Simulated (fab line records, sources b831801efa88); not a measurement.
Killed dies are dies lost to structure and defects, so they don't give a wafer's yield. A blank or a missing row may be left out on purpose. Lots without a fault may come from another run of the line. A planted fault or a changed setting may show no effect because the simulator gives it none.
fab line records | flow sky130
record lots=7 wafers=21 last_day=49
route steps=708 shown VIA4@645 METAL5@661 PAD_OPEN@708
lots that met no fault: from a run of the same line without faults
start_h: hours from the record's first day to the start of the lot's first wafer shown | wait_h: hours since the lot's step before | " the same as in the row above | L1.1+2: a row that stands for several wafers | - no value, or no start given | * or withheld: withheld | < > ~ a bound
route shown NAME@n: a module of which the file shows steps, and the number in the route of the first | usual: mean/standard deviation of fault-free wafers | same: alike in all rows | chamber/n: place in a boat | sites: the reading at each site | _std_site: their standard deviation | _edge_site: outer sites' mean less inner sites' | radius_mm: how far each site lies from the wafer's centre | mask NAME#n: copy n | behind: the tool/chamber that last shaped the wafer | hold: why the lot was held/for how many hours/how that ended | device: the transistor (n, p or np) that didn't switch | end of line: the same wafers' tests at the end of the route | a step without rows: its recipe alone | killed: dies lost to structure and defects at the first sort, not the wafer's yield | map: a wafer's dies, x killed, . not, _ none there
set.NAME: the setting as run; set.NAME@STEP: as run at that earlier step | model.NAME: the simulator's own value behind a step, which no gauge read
lots at some steps of the route; a table a step, a row a wafer
services: from which hour (start_h, from the record's first day; less than 0 if before it) a tool's chamber was out of use, for how many hours, and why
## steps
# step SKY_VIA4_COAT_06
# recipe resist=NOVOLAK spin_rpm=3000 resist_thk_nm=1140
# step SKY_VIA4_SOFTBAKE_07
# recipe temp_c=90 time_s=60 resist=NOVOLAK
# step SKY_VIA4_EXPOSE_08
# recipe mask_id=VIM4 na=0.6 source_shape=conventional sigma_outer=0.6 polarization=unpolarized target_cd_nm=800 dose_mj=132
# step SKY_VIA4_PEB_09
# recipe temp_c=withheld time_s=* resist=NOVOLAK
# step SKY_VIA4_DEVELOP_10
# recipe resist=NOVOLAK developer=TMAH develop_time_s=60 dev_temp_c=23
# step SKY_VIA4_OVL_MEAS_11
# usual VIA4_OVL=-0.6/1.5
# columns lot.wafer tool chamber start_h wait_h VIA4_OVL[nm]
L709.2 overlay-02 - 1030.66 0.1 -0.7
L709.3 " - " " -1.9
L709.4 " - " " -0.4
L710.1 overlay-02 - 1038.91 0.1 0.9
L710.2 " - " " -0.2
L710.3 " - " " 0.1
L711.3 overlay-02 - 1042.72 0.1 -0.2
L711.4 " - " " -0.5
L711.6 " - " " -1.2
L718.1 overlay-02 - 1107.56 0.1 -0.4
L718.3 " - " " 1.9
L718.6 " - " " 1.5
L719.2 overlay-02 - 1109.17 0.1 -0.1
L719.5 " - " " -1.6
L719.6 " - " " -1.0
L722.1 overlay-01 - 1111.43 0.1 -1.4
L722.4 " - " " -2.3
L722.5 " - " " -2.9
L723.2 overlay-01 - 1112.72 0.1 -0.4
L723.5 " - " " -2.5
L723.6 " - " " 0.0
# step SKY_VIA4_ETCH_12
# recipe target=SiO2 chemistry=C4F8/O2/Ar stop_on=TiN mask_material=NOVOLAK source_w=1500 bias_w=1200 pressure_mtorr=40 c4f8_flow_sccm=withheld O2_flow_sccm=6 Ar_flow_sccm=300 time_s=withheld target_depth_a=5800
# usual bias_w=1201/3.6 oes_product_au=0.926/0.0047
# columns lot.wafer tool chamber start_h wait_h bias_w oes_product_au
L709.2 rie_diel-02 0 1030.69 0.0 1203 0.922
L709.3 " 3 " " 1197 0.922
L709.4 " 2 " " 1203 0.920
L710.1 rie_diel-02 3 1038.94 0.0 1203 0.921
L710.2 " 2 " " 1196 0.922
L710.3 " 1 " " 1197 0.928
L711.3 rie_diel-02 3 1042.74 0.0 1203 0.923
L711.4 " 0 " " 1196 0.926
L711.6 " 1 " " 1196 0.932
L718.1 rie_diel-02 1 1107.60 0.0 1202 0.925
L718.3 " 3 " " 1202 0.928
L718.6 " 0 " " 1198 0.922
L719.2 rie_diel-03 1 1109.20 0.0 1193 0.930
L719.5 " 3 " " 1198 0.931
L719.6 " 2 " " 1206 0.922
L722.1 rie_diel-02 2 1111.47 0.0 1195 0.926
L722.4 " 1 " " 1206 0.917
L722.5 " 2 " " 1202 0.930
L723.2 rie_diel-01 3 1112.75 0.0 1200 0.929
L723.5 " 0 " " 1203 0.918
L723.6 " 1 " " 1203 0.927
# step SKY_VIA4_STRIP_13
# recipe chemistry=O2/N2 power_w=1400 pressure_mtorr=1500 platen_temp_c=withheld o2_flow_sccm=3000 n2_flow_sccm=300 overash_fraction=0.5
# usual drypump_motor_current_A=5.7/0.55 oes_product_au=0.709/0.0047 strip_time_to_endpoint_s=12.811/0.027
# columns lot.wafer tool chamber start_h wait_h drypump_motor_current_A oes_product_au rf_hours_counter_h strip_time_to_endpoint_s
L709.2 plasma_asher-01 1 1030.77 - 5.2 0.705 123 12.790
L709.3 " 0 " " 6.1 0.696 - 12.813
L709.4 " 1 " " 5.2 0.708 - 12.780
L710.1 plasma_asher-03 0 1039.02 - 5.2 0.706 95 12.849
L710.2 " 1 " " 6.3 0.708 95 12.792
L710.3 " 0 " " 5.2 0.710 - 12.837
L711.3 plasma_asher-01 1 1042.85 - 5.2 0.699 - 12.789
L711.4 " 0 " " 6.1 0.712 - 12.818
L711.6 " 1 " " 5.2 0.708 - 12.778
L718.1 plasma_asher-03 1 1107.67 - 6.3 0.710 102 12.830
L718.3 " 1 " " 6.3 0.710 - 12.769
L718.6 " 1 " " 6.3 0.704 - 12.780
L719.2 plasma_asher-01 1 1109.27 - 5.2 0.710 4 12.818
L719.5 " 1 " " 5.2 0.712 - 12.796
L719.6 " 0 " " 6.1 0.717 - 12.787
L722.1 plasma_asher-03 0 1111.54 - 5.2 0.708 103 12.854
L722.4 " 0 " " 5.2 0.710 - 12.870
L722.5 " 1 " " 6.3 0.711 - 12.861
L723.2 plasma_asher-02 1 1112.82 - 6.5 0.710 31 12.823
L723.5 " 1 " " 6.4 0.712 - 12.832
L723.6 " 0 " " 5.1 0.711 - 12.774
# step SKY_VIA4_STRIP_14
# recipe chemistry=post_etch_residue_remover time_s=1200 temp_c=72.5
# step SKY_VIA4_CLEAN_15
# recipe chemistry=IPA time_s=180 temp_c=25
# step SKY_VIA4_CLEAN_16
# recipe chemistry=O3/DIW dry=n2_spin
# step SKY_VIA4_SPUTTER_17
# recipe material=TiN target_thk_nm=20 chamber_pressure_pa=5 power_w=4000 time_s=80
# usual throttle_valve_pct=29.8/0.94
# columns lot.wafer tool chamber start_h wait_h throttle_valve_pct
L709.2 pvd_sputter-02 - 1031.41 0.0 30.5
L709.3 " - " " 29.0
L709.4 " - " " 30.4
L710.1 pvd_sputter-02 - 1039.61 0.0 29.4
L710.2 " - " " 27.7
L710.3 " - " " 30.2
L711.3 pvd_sputter-01 - 1043.41 0.0 30.9
L711.4 " - " " 29.6
L711.6 " - " " 31.0
L718.1 pvd_sputter-02 - 1108.30 0.0 29.1
L718.3 " - " " 27.6
L718.6 " - " " 27.5
L719.2 pvd_sputter-02 - 1110.30 0.0 27.3
L719.5 " - " " 27.2
L719.6 " - " " 30.4
L722.1 pvd_sputter-03 - 1112.21 0.0 30.3
L722.4 " - " " 30.5
L722.5 " - " " 30.8
L723.2 pvd_sputter-03 - 1113.47 0.0 30.4
L723.5 " - " " 30.3
L723.6 " - " " 30.3
# step SKY_VIA4_CVD_18
# recipe material=W target_thk_nm=505 time_s=152.14 temp_c=400 pressure_torr=40
# usual heater_power_w=822/47 susceptor_temp_C=399.99/0.21
# columns lot.wafer tool chamber start_h wait_h heater_power_w susceptor_temp_C model.W_of_VIA4_CVD_18.thk_nm
L709.2 cvd_w-01 1 1031.47 0.0 822 399.79 500.9
L709.3 " 0 " " 745 391.28 426.1
L709.4 " 1 " " 838 399.93 503.9
L710.1 cvd_w-01 0 1039.76 0.1 731 391.26 430.7
L710.2 " 1 " " 821 399.91 506.3
L710.3 " 1 " " 843 399.94 501
L711.3 cvd_w-01 1 1043.52 0.1 833 400.20 499.4
L711.4 " 0 " " 761 391.46 424.7
L711.6 " 0 " " 752 391.47 429.6
L718.1 cvd_w-01 1 1108.37 0.0 868 400.00 503.1
L718.3 " 1 " " 862 399.93 504.5
L718.6 " 0 " " 786 399.99 494.5
L719.2 cvd_w-01 1 1110.37 0.0 835 400.03 509.6
L719.5 " 1 " " 837 399.98 504.7
L719.6 " 0 " " 775 399.85 505.1
L722.1 cvd_w-02 0 1112.27 0.0 908 399.66 493.8
L722.4 " 0 " " 906 399.66 490.9
L722.5 " 0 " " 915 399.69 492.2
L723.2 cvd_w-01 1 1113.54 0.0 843 399.74 509
L723.5 " 1 " " 829 400.00 511.5
L723.6 " 0 " " 799 399.68 509.5
# step SKY_VIA4_RS_MEAS_19
# recipe thk_meas_gauge=four-point-probe reads=W_of_VIA4_CVD_18+TiN_of_VIA4_SPUTTER_17
# usual VIA4_W_RS=0.2275/0.0023
# columns lot.wafer tool chamber start_h wait_h VIA4_W_RS[ohm/sq]
L709.2 film_metro-04 - 1031.64 0.1 0.2279
L709.3 " - " " 0.2683
L709.4 " - " " 0.2265
L710.1 film_metro-02 - 1039.91 0.1 0.2660
L710.2 " - " " 0.2260
L710.3 " - " " 0.2279
L711.3 film_metro-02 - 1043.66 0.1 0.2293
L711.4 " - " " 0.2699
L711.6 " - " " 0.2663
L718.1 film_metro-04 - 1108.52 0.1 0.2271
L718.3 " - " " 0.2265
L718.6 " - " " 0.2310
L719.2 film_metro-02 - 1110.54 0.1 0.2242
L719.5 " - " " 0.2261
L719.6 " - " " 0.2259
L722.1 film_metro-04 - 1112.42 0.1 0.2316
L722.4 " - " " 0.2326
L722.5 " - " " 0.2319
L723.2 film_metro-04 - 1113.71 0.1 0.2248
L723.5 " - " " 0.2233
L723.6 " - " " 0.2240
# step SKY_VIA4_THK_MEAS_20
# recipe thk_meas_gauge=xrf reads=W_of_VIA4_CVD_18
# usual VIA4_W_THK=509/5.1
# columns lot.wafer tool chamber start_h wait_h VIA4_W_THK[nm]
L709.2 film_metro-04 - 1031.75 0.1 507
L709.3 " - " " 430
L709.4 " - " " 509
L710.1 film_metro-02 - 1040.03 0.1 437
L710.2 " - " " 516
L710.3 " - " " 511
L711.3 film_metro-02 - 1043.76 0.1 508
L711.4 " - " " 430
L711.6 " - " " 435
L718.1 film_metro-04 - 1108.64 0.1 512
L718.3 " - " " 512
L718.6 " - " " 502
L719.2 film_metro-02 - 1110.65 0.1 516
L719.5 " - " " 508
L719.6 " - " " 510
L722.1 film_metro-04 - 1112.54 0.1 501
L722.4 " - " " 498
L722.5 " - " " 501
L723.2 film_metro-04 - 1113.82 0.1 518
L723.5 " - " " 519
L723.6 " - " " 518
# step SKY_VIA4_CMP_21
# recipe stop_on=SiO2 t_overpolish_s=25 down_force_psi=3.5 platen_rpm=60 target_thk_nm=0 pad_velocity_m_s=0.94248
# usual motor_current_A=11.1/0.98 platen_rpm=60.00/0.038 slurry_filter_dp_kPa=13.52/0.13 time_to_endpoint_s=124/4.9
# columns lot.wafer tool chamber start_h wait_h motor_current_A platen_rpm slurry_filter_dp_kPa time_to_endpoint_s
L709.3 cmp-01 1 1031.80 0.0 9.7 59.94 13.73 97
L709.4 " 2 " " 10.9 60.01 13.58 120
L709.2 " 0 " " 10.5 60.02 13.48 118
L710.3 cmp-01 0 1040.29 0.2 10.3 60.06 13.49 121
L710.2 " 1 " " 9.6 60.06 13.51 122
L710.1 " 2 " " 11.3 59.96 13.43 106
L711.4 cmp-01 1 1043.80 0.0 9.9 59.98 13.64 101
L711.3 " 0 " " 10.3 60.00 13.27 120
L711.6 " 1 " " 9.6 59.96 13.59 102
L718.1 cmp-01 2 1108.75 0.1 11.1 59.99 13.31 131
L718.3 " 0 " " 10.9 59.97 13.52 130
L718.6 " 1 " " 9.8 60.01 13.56 127
L719.2 cmp-01 0 1110.70 0.0 10.9 60.04 13.74 127
L719.5 " 0 " " 10.3 60.01 13.57 130
L719.6 " 1 " " 9.8 60.03 13.41 127
L722.4 cmp-02 0 1112.76 0.2 10.0 59.99 13.42 116
L722.1 " 1 " " 11.4 60.05 13.66 119
L722.5 " 2 " " 11.1 60.04 13.51 115
L723.2 cmp-01 0 1114.11 0.3 10.5 60.02 13.43 125
L723.6 " 2 " " 10.8 60.01 13.43 127
L723.5 " 3 " " 12.3 59.98 13.58 133
# step SKY_METAL5_SPUTTER_00
# recipe material=Ti target_thk_nm=15 power_w=3000 time_s=10 chamber_pressure_pa=0.4
# usual throttle_valve_pct=29.7/1.1
# columns lot.wafer tool chamber start_h wait_h throttle_valve_pct
L709.2 pvd_sputter-02 - 1032.10 0.1 30.4
L709.3 " - " " 27.4
L709.4 " - " " 29.0
L710.1 pvd_sputter-02 - 1040.54 0.1 30.5
L710.2 " - " " 30.4
L710.3 " - " " 29.3
L711.3 pvd_sputter-02 - 1044.10 0.1 30.4
L711.4 " - " " 29.2
L711.6 " - " " 30.4
L718.1 pvd_sputter-01 - 1109.00 0.2 30.1
L718.3 " - " " 30.8
L718.6 " - " " 29.8
L719.2 pvd_sputter-02 - 1111.00 0.2 27.3
L719.5 " - " " 30.5
L719.6 " - " " 29.0
L722.1 pvd_sputter-02 - 1112.96 0.1 29.2
L722.4 " - " " 30.5
L722.5 " - " " 30.3
L723.2 pvd_sputter-01 - 1114.31 0.1 31.0
L723.5 " - " " 30.0
L723.6 " - " " 30.9
# step SKY_PAD_OPEN_PROBE_99
# usual defect_limited_yield=82.7/2 killed_at_M0_to_M3=42/6.8 killed_at_M4_up=3.2/1.8 killed_at_contacts=25/5.4 killed_at_front_end=15/4.5 killed_at_other=0.3/0.56 killed_dies=85/9.7 killed_open=46/7.1 killed_short=39/6.5 sort_bin_3_pad_short=0.9/0.42 sort_bin_5_function=10.4/1.5 sort_bin_6_memory=6.1/1.1 sort_n_pass=407/9.7 sort_yield_pct=82.7/2
# same gross_dies=492 killed_at_back_side=0 sort_bin_4_leakage[%]=0 sort_bin_8_speed[%]=0
# columns lot.wafer tool chamber start_h wait_h defect_limited_yield[%] killed_at_M0_to_M3 killed_at_M4_up killed_at_contacts killed_at_front_end killed_at_other killed_dies killed_open killed_short sort_bin_3_pad_short[%] sort_bin_5_function[%] sort_bin_6_memory[%] sort_n_pass sort_yield_pct[%]
L709.2 prober-01 - 1098.83 0.1 84.6 40 3 26 7 0 76 44 31 1.6 6.5 7.3 416 84.6
L709.3 prober-01 - 1098.88 0.2 82.9 42 5 24 13 0 84 37 47 0.8 11.0 5.3 408 82.9
L709.4 prober-01 - 1098.93 0.2 83.5 39 2 22 17 1 81 43 37 1.4 9.3 5.7 411 83.5
L719.2 prober-01 - 1169.88 0.1 84.3 40 3 20 14 0 77 40 37 0.6 8.7 6.3 415 84.3
L719.5 prober-01 - 1170.03 0.2 83.3 33 4 29 16 0 82 45 37 1.2 9.8 5.7 410 83.3
L719.6 prober-01 - 1170.08 0.2 82.7 35 1 37 12 0 85 47 38 1.4 8.3 7.5 407 82.7
L722.1 prober-01 - 1172.93 0.1 81.5 45 3 33 10 0 91 55 36 0.8 9.8 7.9 401 81.5
L722.4 prober-01 - 1173.08 0.2 78.5 51 3 31 20 1 106 49 57 0.4 13.4 7.7 386 78.5
L722.5 prober-01 - 1173.13 0.2 82.5 40 4 31 11 0 86 49 37 1.2 8.7 7.5 406 82.5
# killed by level:class
L709.2 VIA1:geometric_particle:open=11 LI_CONTACT:geometric_particle:open=9 CONTACT:geometric_particle:open=8 METAL2:geometric_particle:short=8 CONTACT:geometric_particle:short=6 VIA2:geometric_particle:open=5 VIA3:geometric_particle:open=5 METAL3:geometric_particle:short=3
L709.3 METAL2:geometric_particle:short=9 VIA1:geometric_particle:open=9 CONTACT:geometric_particle:open=8 LI_CONTACT:geometric_particle:open=6 METAL3:geometric_particle:short=5 POLY_GATE:geometric_particle:short=4 VIA3:geometric_particle:short=4 CONTACT:geometric_particle:short=4
L709.4 VIA1:geometric_particle:open=13 CONTACT:geometric_particle:open=10 FIELD_ISO:geometric_particle:short=6 VIA3:geometric_particle:short=5 CONTACT:geometric_particle:short=4 LI_CONTACT:geometric_particle:open=4 METAL1:geometric_particle:short=4 VIA1:geometric_particle:short=4
L719.2 VIA1:geometric_particle:open=13 CONTACT:geometric_particle:open=9 FIELD_ISO:geometric_particle:short=5 VIA2:geometric_particle:open=5 LI_CONTACT:geometric_particle:open=5 METAL1:geometric_particle:short=5 VIA1:geometric_particle:short=5 POLY_GATE:geometric_particle:short=4
L719.5 VIA1:geometric_particle:open=13 LI_CONTACT:geometric_particle:open=8 CONTACT:geometric_particle:open=7 FIELD_ISO:geometric_particle:short=6 LI_CONTACT:geometric_particle:short=5 CONTACT:geometric_particle:short=5 METAL1:geometric_particle:short=5 POLY_GATE:geometric_particle:open=4
L719.6 CONTACT:geometric_particle:open=15 VIA1:geometric_particle:open=10 LI_CONTACT:geometric_particle:open=7 LI_CONTACT:geometric_particle:short=6 METAL1:geometric_particle:short=6 METAL3:geometric_particle:short=4 LOCAL_INTERCONNECT:geometric_particle:short=4 CONTACT:geometric_particle:short=4
L722.1 CONTACT:geometric_particle:open=15 METAL2:geometric_particle:short=10 VIA2:geometric_particle:open=9 LI_CONTACT:geometric_particle:open=7 VIA1:geometric_particle:open=6 METAL1:geometric_particle:short=6 CONTACT:geometric_particle:short=5 POLY_GATE:geometric_particle:open=4
L722.4 CONTACT:geometric_particle:open=12 METAL2:geometric_particle:short=11 VIA3:geometric_particle:open=8 VIA3:geometric_particle:short=8 LI_CONTACT:geometric_particle:open=7 FIELD_ISO:geometric_particle:short=6 VIA1:geometric_particle:short=6 POLY_GATE:geometric_particle:short=5
L722.5 CONTACT:geometric_particle:open=11 LI_CONTACT:geometric_particle:open=8 VIA3:geometric_particle:open=8 VIA2:geometric_particle:open=7 LOCAL_INTERCONNECT:geometric_particle:short=6 VIA1:geometric_particle:open=6 METAL2:geometric_particle:short=5 VIA1:geometric_particle:short=4
## services
# columns tool chamber start_h hours kind
cmp-02 - 1019.09 7.9 pm
pvd_sputter-02 - 1024.18 5.1 repair
rie_diel-01 0 1053.17 3.2 repair
plasma_asher-01 - 1055.25 9.0 pm
plasma_asher-01 0 1055.25 9.0 vent_cycle
plasma_asher-01 1 1055.25 9.0 vent_cycle
rie_diel-03 - 1055.76 4.3 pm
rie_diel-01 2 1062.97 3.5 repair
rie_diel-01 0 1068.06 8.0 repair
cvd_w-02 0 1068.34 7.9 repair
pvd_sputter-02 - 1072.05 6.8 repair
cmp-01 - 1073.35 2.8 repair
cmp-02 - 1073.41 5.5 repair
cmp-02 - 1078.04 6.3 repair
cmp-02 - 1084.33 4.0 pm
rie_diel-01 1 1085.73 6.5 repair
rie_diel-02 3 1090.30 11.7 repair
cmp-02 - 1095.65 3.5 pm
rie_diel-01 1 1096.48 4.0 repair
rie_diel-02 - 1101.01 2.8 repair
plasma_asher-02 - 1105.18 4.0 repair
pvd_sputter-02 3 1113.15 - consumable_replace:kit
pvd_sputter-02 3 1113.15 18.0 scheduled_down
pvd_sputter-02 3 1113.15 18.0 vent_cycle
## key
first_sign step=SKY_VIA4_CVD_18 reading=susceptor_temp_C direction=down sigmas=41 usual=* struck=*
effect step=SKY_VIA4_RS_MEAS_19 reading=VIA4_W_RS direction=up sigmas=18 usual=0.2275 struck=0.2676
effect step=SKY_VIA4_THK_MEAS_20 reading=VIA4_W_THK direction=down sigmas=15 usual=509 struck=433
effect step=SKY_VIA4_CMP_21 reading=time_to_endpoint_s direction=down sigmas=4.6 usual=* struck=*
model_effect step=SKY_VIA4_CVD_18 value=W_of_VIA4_CVD_18.thk_nm without=500.9 struck=427.8
met_at SKY_VIA4_CVD_18
struck_wafers L709.3,L710.1,L711.4,L711.6
fault kind=process_parameter_drift tool=cvd_w-01 chamber=0 onset_h=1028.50 steps=SKY_VIA4_CVD_18 channel=temp_c offset=* shape=step end_h=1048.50 acts_in=* stated=*
